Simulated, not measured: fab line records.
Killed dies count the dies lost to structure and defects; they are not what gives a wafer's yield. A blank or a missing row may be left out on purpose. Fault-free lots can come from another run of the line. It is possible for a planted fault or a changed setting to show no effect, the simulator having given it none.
Struck lot and sound lot, side by side -- flow sky130 -- 32 out of 708 route steps
Sound: the wafers L682.1, L682.3, L682.4. Struck: wafer L689.4 (left out: L689.2, L689.3 of the same lot, which were not struck); the cause appears at the end.
Order at every step that has rows: each side's tool, ch and its chambers, its first start. Under that, the readings that differ: sound wafers -- struck wafers -- difference of the means -- sigmas: that difference in standard deviations of wafers without a fault.
alike: a reading whose means differ by less than 2 such deviations, as well as words and numbers matching on both sides. not compared: withheld readings; readings where some wafer has no value; bounds like >300 that might hide an equal value; numbers whose values overlap and for which the record gives no deviation.
The two part at a step that has a row with sigmas, a row that says differs or no value, or rows on one side only. Numbers that have no deviation but don't overlap get no sigmas and don't part them. Lack of a reading on every wafer of one side parts them only where that side has two or more wafers.

SKY_CAPM_THK_MEAS_01:
  sound on film metro-01, day 37 19:58; struck on film metro-01, day 40 06:02
  alike: CAPM_CVD_00_THK
SKY_CAPM_SPUTTER_02: material TiN, target thk 200 nm, time 166.7 s.
  sound on pvd sputter-04, day 37 20:01; struck on pvd sputter-02, day 40 06:05
reading,sound,struck,difference,sigmas
throttle valve pct (%),30.7 28.8 29.1,27.0,-2.5,-2
  alike: substrate temp c
SKY_CAPM_RS_MEAS_03: measures by four-point-probe.
  sound on film metro-01, day 37 20:08; struck on film metro-04, day 40 06:13
  alike: CAPM_TIN_RS
SKY_CAPM_THK_MEAS_04: measures by xrf.
  sound on film metro-01, day 37 20:15; struck on film metro-04, day 40 06:19
  alike: CAPM_TIN_THK
then, 7 steps without rows for these wafers: SKY_CAPM_DEHYDRATE_05 (time 60 s); SKY_CAPM_HMDS_06 (prime time 60 s); SKY_CAPM_COAT_07 (resist thk 1140 nm); SKY_CAPM_SOFTBAKE_08 (time 60 s); SKY_CAPM_EXPOSE_09 (exposes mask CAPM, target cd 1000 nm); SKY_CAPM_PEB_10; SKY_CAPM_DEVELOP_11 (develop time 60 s).
SKY_CAPM_OVL_MEAS_12:
  sound on overlay-01, day 38 22:13; struck on overlay-01, day 41 06:08
  alike: CAPM_OVL
SKY_CAPM_METAL_ETCH_13: etches TiN in Cl2/BCl3, stops on SiO2, target depth 220 nm, time 62.9 s.
  sound on rie metal-01 ch 0,1, day 38 22:16; struck on rie metal-02 ch 1, day 41 06:10
reading,sound,struck,difference,sigmas
oes product au (a.u.),0.938 0.941 0.941,0.887,-0.053,-8
run length s (s),91.4 91.1 90.7,98.3,+7.2,+23
throttle valve pct (%),21.913 21.876 21.931,21.935,+0.028,+3
model.NOVOLAK_of_CAPM_COAT_07.thk nm (nm),990.2 987.7 986.4,981.5,-6.6,
model.SiO2_of_CAPM_CVD_00.thk nm (nm),15.87 15.54 15.95,13.13,-2.66,
  alike: drypump motor current A, mfc cl2 sccm
  not compared: rf hours counter h
SKY_CAPM_STRIP_14: strips in O2/N2.
  sound on plasma asher-01 ch 0,1, day 38 22:20; struck on plasma asher-01 ch 1, day 41 06:14
  alike: drypump motor current A, oes product au, strip time to endpoint s
  not compared: rf hours counter h
then, 11 steps without rows for these wafers: SKY_CAPM_STRIP_15 (strips in post etch residue remover, time 1200 s); SKY_CAPM_CLEAN_16 (cleans in IPA, time 180 s); SKY_CAPM_CLEAN_17 (cleans in O3/DIW); SKY_METAL3_DEHYDRATE_05 (time 60 s); SKY_METAL3_HMDS_06 (prime time 60 s); SKY_METAL3_COAT_07 (resist thk 60 nm); SKY_METAL3_COAT_08 (resist thk 1140 nm); SKY_METAL3_SOFTBAKE_09 (time 90 s); SKY_METAL3_EXPOSE_10 (exposes mask MM3, target cd 300 nm); SKY_METAL3_PEB_11; SKY_METAL3_DEVELOP_12 (develop time 60 s).
SKY_METAL3_CD_MEAS_13: the cd target is 300 nm.
  sound on cd sem-01, day 40 00:46; struck on cd sem-02, day 42 07:24
  alike: cd nm
SKY_METAL3_OVL_MEAS_14:
  sound on overlay-02, day 40 00:53; struck on overlay-01, day 42 07:31
  alike: METAL3_OVL
SKY_METAL3_DESCUM_15: chemistry O2, time 8 s.
  sound on rie metal-03 ch 0,1, day 40 00:55; struck on rie metal-02 ch 0, day 42 07:32
  alike: drypump motor current A, oes product au
  not compared: rf hours counter h
SKY_METAL3_ETCH_16: etches BARC in N2/H2, stops on SiO2, time 88.2 s, target depth 60 nm.
  sound on rie metal-03 ch 0,1, day 40 00:57; struck on rie metal-02 ch 0, day 42 07:34
reading,sound,struck,difference,sigmas
h2 flow sccm (sccm),201.8 201.8 200.8,199.9,-1.6,-2
  alike: drypump motor current A, oes product au, run length s, throttle valve pct
  not compared: rf hours counter h
SKY_METAL3_ETCH_17: etches SiO2 in C4F8/O2/Ar, stops on TiN, time 3.9 s, target depth 15 nm.
  sound on rie diel-04 ch 0,1,3, day 40 01:03; struck on rie diel-04 ch 2, day 42 07:40
reading,sound,struck,difference,sigmas
oes product au (a.u.),0.769 0.761 0.765,0.695,-0.070,-9
rf hours counter h (h),8 10 5,20,+12,
model.etch.depth nm (nm),15.87 15.54 15.95,13.13,-2.66,
SKY_METAL3_METAL_ETCH_18: etches the open film in Cl2/BCl3, stops on SiO2, target depth 845 nm, time 183.1 s.
  sound on rie metal-02 ch 0,1, day 40 01:04; struck on rie metal-03 ch 0, day 42 07:41
  alike: drypump motor current A, mfc cl2 sccm, oes product au, run length s, throttle valve pct
  not compared: rf hours counter h
-- the record jumps here: 7 days lie between the struck wafers' starts before and after (it left off in module METAL3 and takes up again in module PAD_OPEN, whose first step shown is number 708 of the route) --
SKY_PAD_OPEN_PROBE_99:
  sound on prober-01, day 47 02:16; struck on prober-02, day 49 08:08
  alike: defect limited yield, killed_at_M0_to_M3, killed_at_M4_up, killed at contacts, killed at front end, killed at other, killed dies, killed open, killed short, sort_bin_3_pad_short, sort_bin_5_function, sort_bin_6_memory, sort n pass, sort yield pct
  not compared: model.etest.cap mim.bv v, model.etest.cap mim.leak log10 a cm2

== WHERE THEY PART ==
Last at SKY_METAL3_ETCH_17 as far as this record goes, first at SKY_CAPM_SPUTTER_02. Later steps at which nothing parts them and some readings are alike: SKY_METAL3_METAL_ETCH_18, SKY_PAD_OPEN_PROBE_99.

WHY: what had been put in by the simulator
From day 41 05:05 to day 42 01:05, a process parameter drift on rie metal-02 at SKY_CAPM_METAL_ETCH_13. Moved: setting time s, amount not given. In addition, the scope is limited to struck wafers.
